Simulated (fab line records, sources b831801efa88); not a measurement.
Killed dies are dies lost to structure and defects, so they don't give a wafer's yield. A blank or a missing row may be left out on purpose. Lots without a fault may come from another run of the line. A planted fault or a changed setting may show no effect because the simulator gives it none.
fab line records | flow gf180mcu
record lots=5 wafers=23
route steps=602 shown V4@480 MIM@506 M5@530
start_h: hours from the record's first day to the start of the lot's first wafer shown | wait_h: hours since the lot's step before | " the same as in the row above | L1.1+2: a row that stands for several wafers | - no value, or no start given | * or withheld: withheld | < > ~ a bound
route shown NAME@n: a module of which the file shows steps, and the number in the route of the first | usual: mean/standard deviation of fault-free wafers | same: alike in all rows | chamber/n: place in a boat | sites: the reading at each site | _std_site: their standard deviation | _edge_site: outer sites' mean less inner sites' | radius_mm: how far each site lies from the wafer's centre | mask NAME#n: copy n | behind: the tool/chamber that last shaped the wafer | hold: why the lot was held/for how many hours/how that ended | device: the transistor (n, p or np) that didn't switch | end of line: the same wafers' tests at the end of the route | a step without rows: its recipe alone | killed: dies lost to structure and defects at the first sort, not the wafer's yield | map: a wafer's dies, x killed, . not, _ none there
set.NAME: the setting as run; set.NAME@STEP: as run at that earlier step | model.NAME: the simulator's own value behind a step, which no gauge read
lots whose settings were changed on purpose; a table a step, a row a wafer
## steps
# step GF_V4_CMP_04
# recipe material=SiO2 down_force_psi=4 platen_rpm=60 pad_velocity_m_s=0.94248
# columns lot.wafer tool chamber start_h wait_h set.leave_above_ref_nm model.SiO2_of_V4_CVD_02.thk_nm
L076.2+1 cmp-01 3,2 563.89 0.0 632.5 631.7
L076.3 " 0 " " 632.5 632.2
L076.4 " 1 " " 632.5 632.4
L076.5 " 3 " " 632.5 630.8
L078.2 cmp-01 1 579.27 0.1 585.7 585.7
L078.4 " 2 " " 585.7 585.4
L078.3 " 3 " " 632.5 631.1
L078.6 " 0 " " 585.7 586.2
L078.5 " 1 " " 632.5 631.9
L079.1 cmp-02 0 587.54 0.1 632.5 633
L079.4 " 2 " " 632.5 633.9
L079.5 " 3 " " 632.5 633.7
L082.1+6 cmp-02 1 619.75 0.1 632.5 633.6
L082.3 " 2 " " 609.6 610
L082.2 " 3 " " 632.5 632.1
L082.5 " 0 " " 609.6 609.8
L084.2 cmp-01 0 622.67 0.0 632.5 633.5
L084.4 " 2 " " 632.5 632.8
L084.1+6 " 3,0 " " 632.5 632.1
L084.5 " 1 " " 632.5 632.2
# step GF_V4_PEB_12
# recipe peb_temp_c=135 peb_time_s=90 resist=KrF
# columns lot.wafer tool chamber start_h wait_h set.peb_temp_c
L076.1+3+5 litho_track-02 0 - - 135
L076.2+4 " 0 " " 137.2
L078.2+3 litho_track-03 0 - - 135
L078.4+5+6 " 0 " " 132.2
L079.1+4+5 litho_track-01 0 - - 135
L082.1+6 litho_track-02 0 - - 135
L082.2+3+5 " 0 " " 136.7
L084.1+5+6 litho_track-01 0 - - 133.8
L084.2+4 " 0 " " 135
# step GF_V4_DEVELOP_13
# recipe develop_time_s=60 resist=KrF dev_temp_c=21
# step GF_V4_CD_MEAS_14
# recipe target_cd_nm=260
# usual cd_nm=259.6/1.3
# columns lot.wafer tool chamber start_h wait_h set.peb_temp_c@V4_PEB_12 cd_nm
L076.1 cd_sem-01 - 585.29 0.1 135 258.8
L076.2 " - " " 137.2 264.3
L076.3 " - " " 135 259.2
L076.4 " - " " 137.2 265.1
L076.5 " - " " 135 258.8
L078.2 cd_sem-02 - 600.02 0.1 135 259.8
L078.3 " - " " 135 259.6
L078.4 " - " " 132.2 250.9
L078.5 " - " " 132.2 250.8
L078.6 " - " " 132.2 250.3
L079.1 cd_sem-01 - 608.32 0.1 135 260.4
L079.4 " - " " 135 261.7
L079.5 " - " " 135 261.8
L082.1 cd_sem-02 - 640.29 0.1 135 261.0
L082.2 " - " " 136.7 264.9
L082.3 " - " " 136.7 264.2
L082.5 " - " " 136.7 263.8
L082.6 " - " " 135 260.7
L084.1 cd_sem-01 - 642.97 0.1 133.8 254.4
L084.2 " - " " 135 259.3
L084.4 " - " " 135 258.4
L084.5 " - " " 133.8 255.0
L084.6 " - " " 133.8 254.4
# step GF_V4_ETCH_16
# recipe chemistry=N2/H2 target_depth_a=withheld overetch_a=withheld time_s=withheld target=BARC ion_energy_ev=200 source_w=500 bias_w=100 pressure_mtorr=30 n2_flow_sccm=100 h2_flow_sccm=200
# columns lot.wafer tool chamber start_h wait_h set.peb_temp_c@V4_PEB_12 model.V4.cd_nm
L076.1 rie_diel-04 1 585.44 0.0 135 259.1
L076.2 " 0 " " 137.2 265.2
L076.3 " 2 " " 135 259.6
L076.4 " 3 " " 137.2 265.8
L076.5 " 3 " " 135 259
L078.2 rie_diel-01 3 600.16 0.0 135 259.9
L078.3 " 0 " " 135 260.1
L078.4+6 " 2,3 " " 132.2 250.1
L078.5 " 2 " " 132.2 249.8
L079.1 rie_diel-01 0 608.47 0.0 135 260.8
L079.4 " 1 " " 135 261.7
L079.5 " 2 " " 135 261.8
L082.1 rie_diel-02 2 640.44 0.0 135 260.9
L082.2 " 0 " " 136.7 265.1
L082.3 " 3 " " 136.7 265.2
L082.5 " 3 " " 136.7 265.5
L082.6 " 0 " " 135 259.9
L084.1 rie_diel-04 1 643.12 0.0 133.8 254.7
L084.2 " 2 " " 135 259.3
L084.4 " 2 " " 135 259
L084.5 " 3 " " 133.8 255.9
L084.6 " 1 " " 133.8 254
# step GF_V4_ETCH_17
# recipe chemistry=C4F8/O2/Ar mask_material=KrF target=SiO2 stop_on=TiN source_w=1500 bias_w=1200 pressure_mtorr=40 c4f8_flow_sccm=withheld O2_flow_sccm=6 Ar_flow_sccm=300 time_s=withheld target_depth_a=6300
# usual oes_product_au=0.856/0.0044
# columns lot.wafer tool chamber start_h wait_h set.leave_above_ref_nm@V4_CMP_04 set.peb_temp_c@V4_PEB_12 oes_product_au model.V4.feature_depth_nm model.V4.cd_nm
L076.1 rie_diel-04 1 - - 632.5 135 0.851 631.7 258.4
L076.2 " 0 " " 632.5 137.2 0.852 631.7 265.3
L076.3 " 2 " " 632.5 135 0.855 632.2 260
L076.4 " 3 " " 632.5 137.2 0.856 632.4 265.1
L076.5 " 3 " " 632.5 135 0.853 630.8 258.4
L078.2 rie_diel-01 3 - - 585.7 135 0.816 585.7 259.8
L078.3 " 0 " " 632.5 135 0.859 631.1 260.5
L078.4 " 2 " " 585.7 132.2 0.824 585.4 249.5
L078.5 " 2 " " 632.5 132.2 0.849 631.9 249.4
L078.6 " 3 " " 585.7 132.2 0.825 586.2 250.3
L079.1 rie_diel-01 0 - - 632.5 135 0.857 633 261.2
L079.4 " 1 " " 632.5 135 0.861 633.9 261.7
L079.5 " 2 " " 632.5 135 0.856 633.7 261.7
L082.1 rie_diel-02 2 - - 632.5 135 0.854 633.6 260.8
L082.2 " 0 " " 632.5 136.7 0.853 632.1 265.5
L082.3 " 3 " " 609.6 136.7 0.841 610 265
L082.5 " 3 " " 609.6 136.7 0.841 609.8 264.9
L082.6 " 0 " " 632.5 135 0.861 633.6 259.7
L084.1 rie_diel-04 1 - - 632.5 133.8 0.863 632.1 254.3
L084.2 " 2 " " 632.5 135 0.855 633.5 259.5
L084.4 " 2 " " 632.5 135 0.851 632.8 259.2
L084.5 " 3 " " 632.5 133.8 0.856 632.2 256
L084.6 " 1 " " 632.5 133.8 0.858 632.1 253.5
# step GF_V4_CVD_23
# recipe material=W target_thk_nm=350 time_s=104.9 temp_c=400 pressure_torr=40
# columns lot.wafer tool chamber start_h wait_h set.pressure_torr model.W_of_V4_CVD_23.thk_nm
L076.1 cvd_w-01 1 586.20 0.0 45.28 376
L076.2 " 0 " " 45.28 369
L076.3 " 1 " " 45.28 370.4
L076.4 " 0 " " 45.28 369.8
L076.5 " 0 " " 45.28 372.1
L078.2 cvd_w-01 1 600.92 0.0 41.75 361
L078.3 " 1 " " 41.75 359.2
L078.4 " 0 " " 41.75 355.6
L078.5 " 0 " " 41.75 354
L078.6 " 1 " " 41.75 357.7
L079.1 cvd_w-01 0 609.33 0.0 40 341.8
L079.4 " 1 " " 40 346
L079.5 " 0 " " 40 344.8
L082.1 cvd_w-01 0 641.21 0.0 38.38 335
L082.2 " 1 " " 38.38 338.3
L082.3 " 0 " " 38.38 337.4
L082.5 " 0 " " 38.38 333.9
L082.6 " 1 " " 38.38 340.2
L084.1 cvd_w-02 1 643.89 0.0 34.06 324
L084.2 " 1 " " 34.06 318.7
L084.4 " 1 " " 34.06 322.3
L084.5 " 1 " " 34.06 326.7
L084.6 " 1 " " 34.06 321.8
# step GF_V4_RS_MEAS_24
# recipe thk_meas_gauge=four-point-probe reads=W_of_V4_CVD_23+TiN_of_V4_SPUTTER_22+Ti_of_V4_SPUTTER_21
# usual V4_W_RS=0.329/0.0034
# columns lot.wafer tool chamber start_h wait_h set.pressure_torr@V4_CVD_23 V4_W_RS[ohm/sq]
L076.1 film_metro-04 - 586.32 0.1 45.28 0.304
L076.2 " - " " 45.28 0.310
L076.3 " - " " 45.28 0.309
L076.4 " - " " 45.28 0.309
L076.5 " - " " 45.28 0.308
L078.2 film_metro-04 - 601.05 0.1 41.75 0.317
L078.3 " - " " 41.75 0.318
L078.4 " - " " 41.75 0.321
L078.5 " - " " 41.75 0.324
L078.6 " - " " 41.75 0.320
L079.1 film_metro-02 - 609.44 0.1 40 0.335
L079.4 " - " " 40 0.331
L079.5 " - " " 40 0.332
L082.1 film_metro-01 - 641.32 0.1 38.38 0.342
L082.2 " - " " 38.38 0.339
L082.3 " - " " 38.38 0.339
L082.5 " - " " 38.38 0.342
L082.6 " - " " 38.38 0.337
L084.1 film_metro-02 - 644.12 0.2 34.06 0.353
L084.2 " - " " 34.06 0.359
L084.4 " - " " 34.06 0.356
L084.5 " - " " 34.06 0.351
L084.6 " - " " 34.06 0.356
# step GF_V4_THK_MEAS_25
# recipe thk_meas_gauge=xrf reads=W_of_V4_CVD_23
# usual V4_W_THK=345/5.1
# columns lot.wafer tool chamber start_h wait_h set.pressure_torr@V4_CVD_23 V4_W_THK[nm]
L076.1 film_metro-04 - 586.44 0.1 45.28 373
L076.2 " - " " 45.28 366
L076.3 " - " " 45.28 365
L076.4 " - " " 45.28 367
L076.5 " - " " 45.28 368
L078.2 film_metro-04 - 601.16 0.1 41.75 354
L078.3 " - " " 41.75 354
L078.4 " - " " 41.75 349
L078.5 " - " " 41.75 347
L078.6 " - " " 41.75 351
L079.1 film_metro-02 - 609.56 0.1 40 340
L079.4 " - " " 40 340
L079.5 " - " " 40 342
L082.1 film_metro-01 - 641.44 0.1 38.38 329
L082.2 " - " " 38.38 331
L082.3 " - " " 38.38 331
L082.5 " - " " 38.38 326
L082.6 " - " " 38.38 334
L084.1 film_metro-02 - 644.24 0.1 34.06 322
L084.2 " - " " 34.06 317
L084.4 " - " " 34.06 320
L084.5 " - " " 34.06 323
L084.6 " - " " 34.06 320
# step GF_MIM_SPUTTER_03
# recipe material=Ti target_thk_nm=10 substrate_temp_c=300 chamber_pressure_pa=0.3 power_w=3000 time_s=6.7
# columns lot.wafer tool chamber start_h wait_h set.power_w model.Ti_of_MIM_SPUTTER_03.thk_nm
L076.1 pvd_sputter-02 - 586.96 0.0 2897 9.708
L076.2 " - " " 2897 9.673
L076.3 " - " " 3000 10.25
L076.4 " - " " 3000 9.984
L076.5 " - " " 3000 10.03
L078.2 pvd_sputter-01 - 601.67 0.0 3000 9.983
L078.3 " - " " 3000 10.05
L078.4 " - " " 3000 9.955
L078.5 " - " " 3000 9.988
L078.6 " - " " 3000 9.919
L079.1 pvd_sputter-02 - 610.08 0.0 3000 10.06
L079.4 " - " " 3000 10.02
L079.5 " - " " 3000 10.16
L082.1 pvd_sputter-01 - 641.97 0.0 3000 10.19
L082.2 " - " " 3222 10.89
L082.3 " - " " 3222 10.96
L082.5 " - " " 3000 10.22
L082.6 " - " " 3000 10.24
L084.1 pvd_sputter-04 - 644.76 0.0 3000 10.16
L084.2 " - " " 3000 10.2
L084.4 " - " " 3000 10.22
L084.5 " - " " 3000 10.24
L084.6 " - " " 3000 10.08
# step GF_MIM_SPUTTER_08
# recipe material=AlCu target_thk_nm=200 power_w=10600 time_s=10.6 chamber_pressure_pa=0.4
# columns lot.wafer tool chamber start_h wait_h set.power_w model.AlCu_of_MIM_SPUTTER_08.thk_nm
L076.1 pvd_sputter-04 - 587.15 0.0 10600 199
L076.2 " - " " 10600 197.4
L076.3 " - " " 10600 202
L076.4 " - " " 9519 178.9
L076.5 " - " " 9519 177.8
L078.2+4 pvd_sputter-04 - 601.87 0.0 10600 197.4
L078.3 " - " " 10600 195.3
L078.5 " - " " 10600 194.8
L078.6 " - " " 10600 198.6
L079.1 pvd_sputter-01 - 610.28 0.0 10600 199.1
L079.4 " - " " 10600 201.3
L079.5 " - " " 10600 200.1
L082.1+6 pvd_sputter-04 - 642.16 0.0 10600 202.6
L082.2 " - " " 10600 199.4
L082.3 " - " " 10600 201.7
L082.5 " - " " 10600 199.3
L084.1 pvd_sputter-01 - 644.96 0.0 10600 199.5
L084.2 " - " " 11050 208.4
L084.4 " - " " 10600 201.9
L084.5 " - " " 11050 208
L084.6 " - " " 10600 201.2
# step GF_MIM_SPUTTER_09
# recipe material=TiN target_thk_nm=35 power_w=6500 time_s=29.2 chamber_pressure_pa=0.4
# step GF_MIM_RS_MEAS_10
# recipe thk_meas_gauge=four-point-probe reads=TiN_of_MIM_SPUTTER_09+AlCu_of_MIM_SPUTTER_08+TiN_of_MIM_SPUTTER_07
# usual MIM_ALCU_RS=0.1598/0.0016
# columns lot.wafer tool chamber start_h wait_h set.power_w@MIM_SPUTTER_08 MIM_ALCU_RS[ohm/sq]
L076.1 film_metro-01 - 587.21 0.0 10600 0.1611
L076.2 " - " " 10600 0.1623
L076.3 " - " " 10600 0.1586
L076.4 " - " " 9519 0.1799
L076.5 " - " " 9519 0.1814
L078.2 film_metro-03 - 601.94 0.0 10600 0.1626
L078.3 " - " " 10600 0.1641
L078.4 " - " " 10600 0.1625
L078.5 " - " " 10600 0.1644
L078.6 " - " " 10600 0.1615
L079.1 film_metro-01 - 610.33 0.0 10600 0.1608
L079.4 " - " " 10600 0.1592
L079.5 " - " " 10600 0.1602
L082.1 film_metro-01 - 642.22 0.0 10600 0.1576
L082.2 " - " " 10600 0.1610
L082.3 " - " " 10600 0.1587
L082.5 " - " " 10600 0.1611
L082.6 " - " " 10600 0.1580
L084.1 film_metro-01 - 645.01 0.0 10600 0.1605
L084.2 " - " " 11050 0.1534
L084.4 " - " " 10600 0.1588
L084.5 " - " " 11050 0.1537
L084.6 " - " " 10600 0.1590
# step GF_MIM_THK_MEAS_11
# recipe thk_meas_gauge=xrf reads=AlCu_of_MIM_SPUTTER_08
# usual MIM_ALCU_THK=200.8/2.2
# columns lot.wafer tool chamber start_h wait_h set.power_w@MIM_SPUTTER_08 MIM_ALCU_THK[nm]
L076.1 film_metro-01 - 587.33 0.1 10600 199.1
L076.2 " - " " 10600 196.1
L076.3 " - " " 10600 200.4
L076.4 " - " " 9519 178.3
L076.5 " - " " 9519 177.3
L078.2 film_metro-03 - 602.05 0.1 10600 199.5
L078.3 " - " " 10600 196.8
L078.4 " - " " 10600 199.5
L078.5 " - " " 10600 195.5
L078.6 " - " " 10600 200.0
L079.1 film_metro-01 - 610.45 0.1 10600 198.5
L079.4 " - " " 10600 201.0
L079.5 " - " " 10600 200.0
L082.1 film_metro-01 - 642.34 0.1 10600 203.6
L082.2 " - " " 10600 200.1
L082.3 " - " " 10600 201.7
L082.5 " - " " 10600 198.1
L082.6 " - " " 10600 202.9
L084.1 film_metro-01 - 645.13 0.1 10600 200.1
L084.2 " - " " 11050 207.8
L084.4 " - " " 10600 201.6
L084.5 " - " " 11050 208.3
L084.6 " - " " 10600 200.8
# step GF_MIM_SOFTBAKE_15
# recipe temp_c=90 time_s=60 resist=NOVOLAK
# columns lot.wafer tool chamber start_h wait_h set.time_s
L076.1+4+5 litho_track-03 0 597.65 0.1 60
L076.2+3 " 0 " " 51.5
L078.2+5+6 litho_track-03 0 611.77 0.1 60
L078.3+4 " 0 " " 51.15
L079.1+4+5 litho_track-03 0 619.85 0.1 60
L082.1+2+3+5+6 litho_track-03 0 651.70 0.1 60
L084.1+4+5 litho_track-02 0 654.44 0.1 55.16
L084.2+6 " 0 " " 60
# step GF_MIM_EXPOSE_16
# recipe mask_id=FuseTop target_cd_nm=2000 na=0.6 source_shape=conventional sigma_outer=0.6 dose_mj=140
# step GF_MIM_PEB_17
# recipe temp_c=withheld time_s=* resist=NOVOLAK
# step GF_MIM_DEVELOP_18
# recipe develop_time_s=60 dev_temp_c=24.02
# step GF_MIM_METAL_ETCH_19
# recipe chemistry=Cl2/BCl3 mask_material=NOVOLAK stop_on=Si3N4 target_depth_nm=324.5 pressure_mtorr=8 icp_w=800 bias_w=140 Cl2_flow_sccm=80 bcl3_flow_sccm=40 time_s=54.1
# usual oes_product_au=0.943/0.006
# columns lot.wafer tool chamber start_h wait_h set.power_w@MIM_SPUTTER_08 oes_product_au
L076.1 rie_metal-02 0 607.97 0.1 10600 0.945
L076.2 " 1 " " 10600 0.939
L076.3 " 1 " " 10600 0.944
L076.4 " 0 " " 9519 0.901
L076.5 " 0 " " 9519 0.896
L078.2 rie_metal-02 0 621.80 0.1 10600 0.925
L078.3 " 1 " " 10600 0.930
L078.4 " 0 " " 10600 0.940
L078.5 " 0 " " 10600 0.933
L078.6 " 1 " " 10600 0.946
L079.1 rie_metal-04 1 629.45 0.1 10600 0.936
L079.4 " 1 " " 10600 0.945
L079.5 " 0 " " 10600 0.947
L082.1 rie_metal-02 0 661.79 0.1 10600 0.950
L082.2 " 1 " " 10600 0.939
L082.3 " 0 " " 10600 0.942
L082.5 " 1 " " 10600 0.935
L082.6 " 0 " " 10600 0.946
L084.1 rie_metal-04 1 664.15 0.1 10600 0.944
L084.2 " 0 " " 11050 0.961
L084.4 " 1 " " 10600 0.949
L084.5 " 1 " " 11050 0.953
L084.6 " 0 " " 10600 0.944
# step GF_M5_EXPOSE_04
# recipe mask_id=Metal5 target_cd_nm=280 na=0.68 source_shape=conventional sigma_outer=0.6 dose_mj=28
# columns lot.wafer tool chamber start_h wait_h mask set.dose_mj
L076.1+2+3+4+5 krf_scanner-01 0 - - Metal5#0 28
L078.2+4+5 krf_scanner-01 0 - - Metal5#0 28
L078.3+6 " 0 " " Metal5#0 26.04
L079.1+4+5 krf_scanner-02 0 - - Metal5#0 28
L082.1+2 krf_scanner-02 0 - - Metal5#0 28
L082.3+5+6 " 0 " " Metal5#0 26.15
L084.1+2 krf_scanner-02 0 - - Metal5#0 26.84
L084.4+5+6 " 0 " " Metal5#0 28
# step GF_M5_PEB_05
# recipe peb_temp_c=135 peb_time_s=90 resist=KrF
# step GF_M5_DEVELOP_06
# recipe develop_time_s=60 dev_temp_c=21
# step GF_M5_CD_MEAS_07
# recipe target_cd_nm=280
# usual cd_nm=280.2/0.91
# columns lot.wafer tool chamber start_h wait_h set.dose_mj@M5_EXPOSE_04 cd_nm
L076.1 cd_sem-02 - 627.44 0.1 28 279.8
L076.2 " - " " 28 280.2
L076.3 " - " " 28 279.6
L076.4 " - " " 28 279.5
L076.5 " - " " 28 278.7
L078.2 cd_sem-01 - 642.04 0.1 28 279.7
L078.3 " - " " 26.04 290.2
L078.4 " - " " 28 279.1
L078.5 " - " " 28 279.8
L078.6 " - " " 26.04 291.2
L079.1 cd_sem-02 - 649.54 0.1 28 280.1
L079.4 " - " " 28 279.7
L079.5 " - " " 28 278.8
L082.1 cd_sem-01 - 680.82 0.1 28 280.6
L082.2 " - " " 28 278.9
L082.3 " - " " 26.15 290.1
L082.5 " - " " 26.15 289.6
L082.6 " - " " 26.15 289.8
L084.1 cd_sem-02 - 683.17 0.1 26.84 286.2
L084.2 " - " " 26.84 287.5
L084.4 " - " " 28 280.0
L084.5 " - " " 28 280.8
L084.6 " - " " 28 280.9
# step GF_M5_ETCH_09
# recipe chemistry=CF4/O2 target=Si3N4 target_depth_nm=52 source_w=800 bias_w=150 pressure_mtorr=150 cf4_flow_sccm=80 O2_flow_sccm=10 time_s=11.6
# columns lot.wafer tool chamber start_h wait_h set.dose_mj@M5_EXPOSE_04 model.M5.cd_nm
L076.1 rie_diel-03 2 627.61 0.0 28 278.9
L076.2 " 3 " " 28 280.7
L076.3 " 1 " " 28 280.1
L076.4 " 0 " " 28 279.4
L076.5 " 1 " " 28 278.6
L078.2 rie_diel-03 0 642.17 0.0 28 279.9
L078.3 " 1 " " 26.04 290.6
L078.4 " 2 " " 28 279
L078.5 " 0 " " 28 279.5
L078.6 " 3 " " 26.04 291.3
L079.1 rie_diel-01 1 649.69 0.0 28 280
L079.4 " 3 " " 28 279.7
L079.5 " 1 " " 28 279.5
L082.1 rie_diel-02 2 680.97 0.0 28 281.1
L082.2 " 0 " " 28 279
L082.3+5 " 3,2 " " 26.15 290
L082.6 " 3 " " 26.15 289.7
L084.1 rie_diel-02 1 683.32 0.0 26.84 286
L084.2 " 2 " " 26.84 288.1
L084.4 " 0 " " 28 279.9
L084.5 " 3 " " 28 280.9
L084.6 " 0 " " 28 281
## key
split step=GF_V4_CMP_04 setting=leave_above_ref_nm stated=632.5 by=wafer
response step=GF_V4_CMP_04 reading=model.SiO2_of_V4_CVD_02.thk_nm change=+6.23 per=1% r=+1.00
response step=GF_V4_ETCH_17 reading=oes_product_au change=+0.00428 per=1% r=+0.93
response step=GF_V4_ETCH_17 reading=model.V4.feature_depth_nm change=+6.23 per=1% r=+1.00
split step=GF_V4_PEB_12 setting=peb_temp_c stated=135 by=wafer
response step=GF_V4_CD_MEAS_14 reading=cd_nm change=+3.88 per=1% r=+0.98
response step=GF_V4_ETCH_16 reading=model.V4.cd_nm change=+4.38 per=1% r=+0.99
response step=GF_V4_ETCH_17 reading=model.V4.cd_nm change=+4.52 per=1% r=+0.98
split step=GF_V4_CVD_23 setting=pressure_torr stated=40 by=lot
response step=GF_V4_CVD_23 reading=model.W_of_V4_CVD_23.thk_nm change=+1.79 per=1% r=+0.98
response step=GF_V4_RS_MEAS_24 reading=V4_W_RS change=-0.00174 per=1% r=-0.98
response step=GF_V4_THK_MEAS_25 reading=V4_W_THK change=+1.74 per=1% r=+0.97
split step=GF_MIM_SPUTTER_03 setting=power_w stated=3000 by=wafer
response step=GF_MIM_SPUTTER_03 reading=model.Ti_of_MIM_SPUTTER_03.thk_nm change=+0.0995 per=1% r=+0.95
split step=GF_MIM_SPUTTER_08 setting=power_w stated=10600 by=wafer
response step=GF_MIM_SPUTTER_08 reading=model.AlCu_of_MIM_SPUTTER_08.thk_nm change=+2.02 per=1% r=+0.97
response step=GF_MIM_RS_MEAS_10 reading=MIM_ALCU_RS change=-0.00187 per=1% r=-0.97
response step=GF_MIM_THK_MEAS_11 reading=MIM_ALCU_THK change=+1.98 per=1% r=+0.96
response step=GF_MIM_METAL_ETCH_19 reading=oes_product_au change=+0.00407 per=1% r=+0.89
split step=GF_MIM_SOFTBAKE_15 setting=time_s stated=60 by=wafer
response none clear
split step=GF_M5_EXPOSE_04 setting=dose_mj stated=28 by=wafer
response step=GF_M5_CD_MEAS_07 reading=cd_nm change=-1.55 per=1% r=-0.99
response step=GF_M5_ETCH_09 reading=model.M5.cd_nm change=-1.57 per=1% r=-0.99
